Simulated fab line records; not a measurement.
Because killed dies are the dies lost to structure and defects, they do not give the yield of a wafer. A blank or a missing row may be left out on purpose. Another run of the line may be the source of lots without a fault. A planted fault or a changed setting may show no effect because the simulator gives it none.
8D (eight disciplines) problem report, filled in by code + flow sky130 + the parts of the form that need people (team, actions taken, sign-off) are left out

1. WHAT WENT WRONG
SONOS_ONO_CVD_04_THK at SKY_SONOS_ONO_THK_MEAS_05 reads a mean of 6.34 nm on 6 wafers of 2 lots; wafers without a fault read 5.75 nm with a standard deviation of 0.12. That is +4.9 standard deviations from the usual mean.
The first sign was on wafer L449.1 at day 16 18:39, on film metro-02. The record holds 42 wafers of 14 lots with a number at this step. The rule behind "out" and "out of limits": a value lying over 4 standard deviations away from the usual mean. Any other wafer with a number is counted as sound.

2. WHAT IT IS, WHAT IT ISN'T
| question                    | is                           | is not                                                                 |
|-----------------------------|------------------------------|------------------------------------------------------------------------|
| which readings at this step | SONOS_ONO_CVD_04_THK         | -                                                                      |
| which lots                  | L449, L450                   | L434, L435, L436, L437, L438, L439, L440, L441, L442, L443, L444, L446 |
| which wafers of those lots  | all that have a number       | -                                                                      |
| read on which gauges        | film metro-02, film metro-03 | film metro-04                                                          |
| when                        | from day 16 18:39            | up to then (36 sound wafers)                                           |

3. WHAT RULES OUT EACH SUSPECT
Counting: a tool stays on the suspect list if, at a process step up to the reading, it processed all lots that are out and no sound lot following the first of them.
- the gauge at SKY_SONOS_ONO_THK_MEAS_05: ruled out. Those wafers that are out were read across 2 gauges (film metro-02, film metro-03).
- plasma asher-03 at SKY_VT_ADJUST_LVTN_STRIP_09 (strips in O2/N2): kept. Every lot that is out went through it, starting with L449 (day 11 03:51), and after that it ran no sound lot; the last sound lot it ran before then is L446 (day 10 02:21).
- lpcvd-03 at SKY_SONOS_ONO_CVD_04 (deposits SiO2 from SiH4/N2O, target thk 5.7199 nm): kept. Every lot that is out went through it, starting with L449 (day 16 17:24), and after that it ran no sound lot; the last sound lot it ran before then is L446 (day 15 12:48). Its own spike tc bottom C, spike tc lower C, susceptor temp C readings are out on those wafers.
Remaining after the count are plasma asher-03 at SKY_VT_ADJUST_LVTN_STRIP_09 and lpcvd-03 at SKY_SONOS_ONO_CVD_04.

4. THE CAUSE (what the simulator had put in)
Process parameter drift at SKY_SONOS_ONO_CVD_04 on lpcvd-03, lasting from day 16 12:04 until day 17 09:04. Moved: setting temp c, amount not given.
Of the 2 suspects that counting leaves, this tool is one.

5. THE CHAIN OF EFFECTS, in route order
Each row: a reading whose mean over the struck wafers that have a number lies more than 3 standard deviations from the usual. Only readings for which the record gives a usual standard deviation are gone through. hours: the time from each lot's start at the first step in this table that gives one to its start at this step, as a median over the lots. sigmas: the change in usual standard deviations.
| hours | step                      | reading              | usual   | on struck wafers | change | sigmas |
|-------|---------------------------|----------------------|---------|------------------|--------|--------|
| 0     | SKY_SONOS_ONO_CVD_04      | spike tc bottom C    | 916.4 C | 922.2            | +5.8   | +5.3   |
| 0     | SKY_SONOS_ONO_CVD_04      | spike tc centre C    | 899.0 C | 906.0            | +7.0   | +3.9   |
| 0     | SKY_SONOS_ONO_CVD_04      | spike tc lower C     | 899.8 C | 906.6            | +6.8   | +4.9   |
| 0     | SKY_SONOS_ONO_CVD_04      | spike tc top C       | 914.2 C | 918.9            | +4.7   | +3.9   |
| 0     | SKY_SONOS_ONO_CVD_04      | spike tc upper C     | 899.9 C | 905.7            | +5.8   | +3.6   |
| 0     | SKY_SONOS_ONO_CVD_04      | susceptor temp C     | 900.0 C | 906.4            | +6.4   | +17    |
| 1     | SKY_SONOS_ONO_THK_MEAS_05 | SONOS_ONO_CVD_04_THK | 5.75 nm | 6.34             | +0.59  | +4.9   |
Its process steps:
- SKY_SONOS_ONO_CVD_04: deposits SiO2 from SiH4/N2O, target thk 5.7199 nm.

6. HOW IT WOULD HAVE BEEN CAUGHT EARLIER
In this record the first reading out of limits at a measuring or inspecting step was taken at day 16 18:39, 7 hours after the fault began at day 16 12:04.
The tool's own readings at SKY_SONOS_ONO_CVD_04 were out on every struck wafer that the step has a row for (spike tc bottom C, spike tc lower C, susceptor temp C): an alarm limit on them would have fired on the first of those.
L450, from the lots that are out (2), started SKY_SONOS_ONO_CVD_04 on lpcvd-03 later than day 16 18:39. A tool hold placed at that time would have kept it from harm.
